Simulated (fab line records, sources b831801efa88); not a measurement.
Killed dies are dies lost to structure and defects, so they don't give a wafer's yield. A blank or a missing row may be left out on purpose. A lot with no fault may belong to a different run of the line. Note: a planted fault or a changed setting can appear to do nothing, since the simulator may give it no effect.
Which tool did it? || flow sky130 || Sampling: 12 lots, 36 wafers, 6 of 708 route steps

WHAT THE GAUGES SHOWED, per wafer
SKY_NWELL_TW_MEAS_15.
{"lot": "L363", "measured": "day 4 12:31", "on": "film_metro-03", "NWELL_TW": "1811 1818 1821"}
{"lot": "L364", "measured": "day 4 21:10", "on": "film_metro-01", "NWELL_TW": "1816 1813 1811"}
{"lot": "L365", "measured": "day 5 02:55", "on": "film_metro-01", "NWELL_TW": "1821 1818 1828"}
{"lot": "L366", "measured": "day 5 08:59", "on": "film_metro-02", "NWELL_TW": "1828 1832 1836"}
{"lot": "L367", "measured": "day 5 13:23", "on": "film_metro-03", "NWELL_TW": "1815 1810 1812"}
{"lot": "L368", "measured": "day 5 21:43", "on": "film_metro-01", "NWELL_TW": "1823 1822 1820"}
{"lot": "L369", "measured": "day 6 01:04", "on": "film_metro-01", "NWELL_TW": "1806 1805 1804"}
{"lot": "L373", "measured": "day 6 21:24", "on": "film_metro-02", "NWELL_TW": "1892 1888 1890"}
{"lot": "L376", "measured": "day 7 17:25", "on": "film_metro-02", "NWELL_TW": "1872 1886 1887"}
{"lot": "L381", "measured": "day 8 23:07", "on": "film_metro-03", "NWELL_TW": "1825 1805 1823"}
{"lot": "L382", "measured": "day 9 11:04", "on": "film_metro-01", "NWELL_TW": "1806 1818 1818"}
{"lot": "L385", "measured": "day 10 01:25", "on": "film_metro-01", "NWELL_TW": "1824 1822 1818"}

SKY_NWELL_RS_MEAS_29: uses a four-point probe to measure.
{"lot": "L363", "measured": "day 5 06:56", "on": "film_metro-02", "NWELL_RS (ohm/sq)": "623.9 624.2 623.1"}
{"lot": "L364", "measured": "day 5 14:59", "on": "film_metro-03", "NWELL_RS (ohm/sq)": "622.3 623.1 624.1"}
{"lot": "L365", "measured": "day 5 20:04", "on": "film_metro-01", "NWELL_RS (ohm/sq)": "624.4 624.1 625.5"}
{"lot": "L366", "measured": "day 6 02:35", "on": "film_metro-01", "NWELL_RS (ohm/sq)": "626.8 623.2 624.0"}
{"lot": "L367", "measured": "day 6 06:26", "on": "film_metro-02", "NWELL_RS (ohm/sq)": "626.1 626.3 624.2"}
{"lot": "L368", "measured": "day 6 15:55", "on": "film_metro-02", "NWELL_RS (ohm/sq)": "622.3 621.3 622.8"}
{"lot": "L369", "measured": "day 6 19:39", "on": "film_metro-03", "NWELL_RS (ohm/sq)": "626.5 624.4 623.8"}
{"lot": "L373", "measured": "day 7 17:42", "on": "film_metro-01", "NWELL_RS (ohm/sq)": "585.1 587.2 586.2"}
{"lot": "L376", "measured": "day 8 13:50", "on": "film_metro-02", "NWELL_RS (ohm/sq)": "588.9 590.2 587.5"}
{"lot": "L381", "measured": "day 9 20:46", "on": "film_metro-01", "NWELL_RS (ohm/sq)": "627.2 625.4 625.7"}
{"lot": "L382", "measured": "day 10 09:05", "on": "film_metro-03", "NWELL_RS (ohm/sq)": "625.0 623.3 625.0"}
{"lot": "L385", "measured": "day 10 23:34", "on": "film_metro-01", "NWELL_RS (ohm/sq)": "626.4 626.2 627.8"}

SKY_LI_CONTACT_CD_MEAS_12: the cd target is 170 nm.
{"lot": "L363", "measured": "day 28 23:41", "on": "cd_sem-02", "cd_nm (nm)": "174.5 175.2 174.2"}
{"lot": "L364", "measured": "day 29 11:46", "on": "cd_sem-02", "cd_nm (nm)": "168.8 170.1 170.3"}
{"lot": "L365", "measured": "day 29 17:17", "on": "cd_sem-01", "cd_nm (nm)": "167.8 170.4 169.1"}
{"lot": "L366", "measured": "day 30 03:44", "on": "cd_sem-01", "cd_nm (nm)": "172.3 170.9 170.8"}
{"lot": "L367", "measured": "day 30 02:18", "on": "cd_sem-01", "cd_nm (nm)": "171.1 170.9 170.8"}
{"lot": "L368", "measured": "day 30 15:18", "on": "cd_sem-02", "cd_nm (nm)": "169.3 169.5 169.7"}
{"lot": "L369", "measured": "day 31 04:21", "on": "cd_sem-02", "cd_nm (nm)": "172.1 172.2 171.5"}
{"lot": "L373", "measured": "day 32 18:13", "on": "cd_sem-02", "cd_nm (nm)": "172.4 174.4 171.5"}
{"lot": "L376", "measured": "day 33 09:02", "on": "cd_sem-02", "cd_nm (nm)": "169.0 169.8 169.8"}
{"lot": "L381", "measured": "day 35 00:24", "on": "cd_sem-02", "cd_nm (nm)": "169.4 170.8 170.6"}
{"lot": "L382", "measured": "day 35 13:16", "on": "cd_sem-01", "cd_nm (nm)": "173.0 169.8 171.8"}
{"lot": "L385", "measured": "day 36 02:59", "on": "cd_sem-02", "cd_nm (nm)": "168.4 169.4 168.4"}

SKY_LI_CONTACT_RS_MEAS_22: uses a four-point probe to measure.
{"lot": "L363", "measured": "day 29 00:31", "on": "film_metro-03", "LI_CONTACT_W_RS (ohm/sq)": "0.288 0.285 0.283"}
{"lot": "L364", "measured": "day 29 12:36", "on": "film_metro-03", "LI_CONTACT_W_RS (ohm/sq)": "0.290 0.288 0.288"}
{"lot": "L365", "measured": "day 29 18:08", "on": "film_metro-03", "LI_CONTACT_W_RS (ohm/sq)": "0.286 0.289 0.286"}
{"lot": "L366", "measured": "day 30 04:37", "on": "film_metro-04", "LI_CONTACT_W_RS (ohm/sq)": "0.288 0.287 0.285"}
{"lot": "L367", "measured": "day 30 03:09", "on": "film_metro-04", "LI_CONTACT_W_RS (ohm/sq)": "0.290 0.289 0.289"}
{"lot": "L368", "measured": "day 30 16:10", "on": "film_metro-03", "LI_CONTACT_W_RS (ohm/sq)": "0.289 0.288 0.292"}
{"lot": "L369", "measured": "day 31 05:11", "on": "film_metro-04", "LI_CONTACT_W_RS (ohm/sq)": "0.288 0.285 0.286"}
{"lot": "L373", "measured": "day 32 19:04", "on": "film_metro-04", "LI_CONTACT_W_RS (ohm/sq)": "0.287 0.288 0.287"}
{"lot": "L376", "measured": "day 33 09:53", "on": "film_metro-04", "LI_CONTACT_W_RS (ohm/sq)": "0.282 0.283 0.281"}
{"lot": "L381", "measured": "day 35 01:14", "on": "film_metro-03", "LI_CONTACT_W_RS (ohm/sq)": "0.291 0.289 0.290"}
{"lot": "L382", "measured": "day 35 14:07", "on": "film_metro-01", "LI_CONTACT_W_RS (ohm/sq)": "0.285 0.284 0.286"}
{"lot": "L385", "measured": "day 36 03:57", "on": "film_metro-03", "LI_CONTACT_W_RS (ohm/sq)": "0.289 0.286 0.286"}

EACH LOT AND THE TOOL THAT RAN IT (in order: tool; ch and the chambers of the sampled wafers; start)
{"lot": "L363", "SKY_NWELL_IMPLANT_11": "implanter-04 ch 0, day 4 11:58", "SKY_LI_CONTACT_CMP_02": "cmp-01 ch 1,2,3, day 27 19:01"}
{"lot": "L364", "SKY_NWELL_IMPLANT_11": "implanter-03 ch 0, day 4 20:38", "SKY_LI_CONTACT_CMP_02": "cmp-02 ch 1,2, day 28 07:14"}
{"lot": "L365", "SKY_NWELL_IMPLANT_11": "implanter-02 ch 0, day 5 02:22", "SKY_LI_CONTACT_CMP_02": "cmp-02 ch 0,1,3, day 28 12:44"}
{"lot": "L366", "SKY_NWELL_IMPLANT_11": "implanter-03 ch 0, day 5 08:26", "SKY_LI_CONTACT_CMP_02": "cmp-01 ch 1,2, day 28 23:21"}
{"lot": "L367", "SKY_NWELL_IMPLANT_11": "implanter-03 ch 0, day 5 12:51", "SKY_LI_CONTACT_CMP_02": "cmp-02 ch 1,2,3, day 28 22:05"}
{"lot": "L368", "SKY_NWELL_IMPLANT_11": "implanter-04 ch 0, day 5 21:09", "SKY_LI_CONTACT_CMP_02": "cmp-02 ch 0,1, day 29 11:52"}
{"lot": "L369", "SKY_NWELL_IMPLANT_11": "implanter-04 ch 0, day 6 00:31", "SKY_LI_CONTACT_CMP_02": "cmp-02 ch 0,1, day 30 01:08"}
{"lot": "L373", "SKY_NWELL_IMPLANT_11": "implanter-03 ch 0, day 6 20:52", "SKY_LI_CONTACT_CMP_02": "cmp-01 ch 0,1,3, day 31 15:05"}
{"lot": "L376", "SKY_NWELL_IMPLANT_11": "implanter-03 ch 0, day 7 16:52", "SKY_LI_CONTACT_CMP_02": "cmp-01 ch 1,3, day 32 06:04"}
{"lot": "L381", "SKY_NWELL_IMPLANT_11": "implanter-02 ch 0, day 8 22:34", "SKY_LI_CONTACT_CMP_02": "cmp-02 ch 0,1,3, day 33 21:07"}
{"lot": "L382", "SKY_NWELL_IMPLANT_11": "implanter-02 ch 0, day 9 10:32", "SKY_LI_CONTACT_CMP_02": "cmp-02 ch 0,1,3, day 34 10:17"}
{"lot": "L385", "SKY_NWELL_IMPLANT_11": "implanter-02 ch 0, day 10 00:53", "SKY_LI_CONTACT_CMP_02": "cmp-01 ch 0,3, day 35 00:27"}
- SKY_NWELL_IMPLANT_11
- SKY_LI_CONTACT_CMP_02: polishes PSG.

AS READ BY THE TOOLS THEMSELVES (means over the sampled wafers that have a number; for cases with no such wafer, the mark the record gives instead)
SKY_NWELL_IMPLANT_11.
{"lot": "L363", "tool": "implanter-04", "beam_on_s (s)": 10.17, "dose_ions_cm2": 1.8995e+13, "faraday_current_uA": 105.0}
{"lot": "L364", "tool": "implanter-03", "beam_on_s (s)": 10.12, "dose_ions_cm2": 1.9016e+13, "faraday_current_uA": 106.0}
{"lot": "L365", "tool": "implanter-02", "beam_on_s (s)": 9.99, "dose_ions_cm2": 1.9020e+13, "faraday_current_uA": 107.0}
{"lot": "L366", "tool": "implanter-03", "beam_on_s (s)": 10.16, "dose_ions_cm2": 1.9022e+13, "faraday_current_uA": 105.4}
{"lot": "L367", "tool": "implanter-03", "beam_on_s (s)": 10.09, "dose_ions_cm2": 1.8994e+13, "faraday_current_uA": 106.4}
{"lot": "L368", "tool": "implanter-04", "beam_on_s (s)": 10.08, "dose_ions_cm2": 1.8995e+13, "faraday_current_uA": 106.2}
{"lot": "L369", "tool": "implanter-04", "beam_on_s (s)": 10.08, "dose_ions_cm2": 1.9000e+13, "faraday_current_uA": 106.5}
{"lot": "L373", "tool": "implanter-03", "beam_on_s (s)": 10.20, "dose_ions_cm2": 2.1365e+13, "faraday_current_uA": 117.7}
{"lot": "L376", "tool": "implanter-03", "beam_on_s (s)": 9.97, "dose_ions_cm2": 2.1378e+13, "faraday_current_uA": 120.6}
{"lot": "L381", "tool": "implanter-02", "beam_on_s (s)": 9.98, "dose_ions_cm2": 1.9004e+13, "faraday_current_uA": 107.4}
{"lot": "L382", "tool": "implanter-02", "beam_on_s (s)": 10.07, "dose_ions_cm2": 1.9012e+13, "faraday_current_uA": 106.5}
{"lot": "L385", "tool": "implanter-02", "beam_on_s (s)": 9.98, "dose_ions_cm2": 1.8992e+13, "faraday_current_uA": 107.4}

SKY_LI_CONTACT_CMP_02.
{"lot": "L363", "tool": "cmp-01", "motor_current_A (A)": 11.6, "time_to_endpoint_s (s)": 34.2}
{"lot": "L364", "tool": "cmp-02", "motor_current_A (A)": 14.5, "time_to_endpoint_s (s)": 33.9}
{"lot": "L365", "tool": "cmp-02", "motor_current_A (A)": 13.4, "time_to_endpoint_s (s)": 31.6}
{"lot": "L366", "tool": "cmp-01", "motor_current_A (A)": 12.2, "time_to_endpoint_s (s)": 37.7}
{"lot": "L367", "tool": "cmp-02", "motor_current_A (A)": 13.9, "time_to_endpoint_s (s)": 29.1}
{"lot": "L368", "tool": "cmp-02", "motor_current_A (A)": 13.2, "time_to_endpoint_s (s)": 32.0}
{"lot": "L369", "tool": "cmp-02", "motor_current_A (A)": 14.0, "time_to_endpoint_s (s)": 32.4}
{"lot": "L373", "tool": "cmp-01", "motor_current_A (A)": 12.1, "time_to_endpoint_s (s)": 30.5}
{"lot": "L376", "tool": "cmp-01", "motor_current_A (A)": 11.2, "time_to_endpoint_s (s)": 33.8}
{"lot": "L381", "tool": "cmp-02", "motor_current_A (A)": 13.1, "time_to_endpoint_s (s)": 34.3}
{"lot": "L382", "tool": "cmp-02", "motor_current_A (A)": 13.0, "time_to_endpoint_s (s)": 35.6}
{"lot": "L385", "tool": "cmp-01", "motor_current_A (A)": 11.6, "time_to_endpoint_s (s)": 35.6}

THE ANSWER, worked out from the rows above alone
Rule: usual is defined by the lots themselves. The widest of any qualifying gaps counts: lots, ordered by their means at a reading, are off when they make up no more than a third of the lots, leave a main group of 4 or more, and stand apart from it by 3 or more times the standard deviation of that group's means. The tables above print the reading to a certain number of digits; a main group whose means all agree to those digits is not used. Also off: a lot with no number at a reading for which 4 or more lots have one. Where the step has rows for the other lots, those lots are counted as sound. First the gauges in route order, then the tools' own readings, where a lot's mean is used as printed above. At the first step where some lot is off, the reading lying furthest off is the one used; lots without a number count as furthest.
Off: L373, L376, seen at SKY_NWELL_TW_MEAS_15 (NWELL_TW). For the main group the mean is 1818 and the standard deviation 6.9.
A tool fits if, at a process step before that reading, it ran every lot that is off, and no sound lot after the first of them. The gauges at SKY_NWELL_TW_MEAS_15 aren't tried: what is off there is off at SKY_NWELL_IMPLANT_11 too, on other tools, and a gauge's error can't cause that. One fits: SKY_NWELL_IMPLANT_11 on implanter-03. A fault onset in the window from L367 (day 5 12:51, its last sound lot) to L373 (day 6 20:52, its first lot off) fits.
The tool's own readings at SKY_NWELL_IMPLANT_11 bear it out: on the lots that are off they differ by more than 5 times the standard deviation of the sound lots' means. dose_ions_cm2 reads 2.1372e+13 there against 1.9005e+13 on the sound lots; faraday_current_uA reads 119.2 there against 106.4 on the sound lots.

WHAT THE SIMULATOR HAD INSERTED
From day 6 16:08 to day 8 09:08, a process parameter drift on implanter-03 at SKY_NWELL_IMPLANT_11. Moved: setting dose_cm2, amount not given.
Struck lots among those shown: L373, L376. Same finding as the rule above.
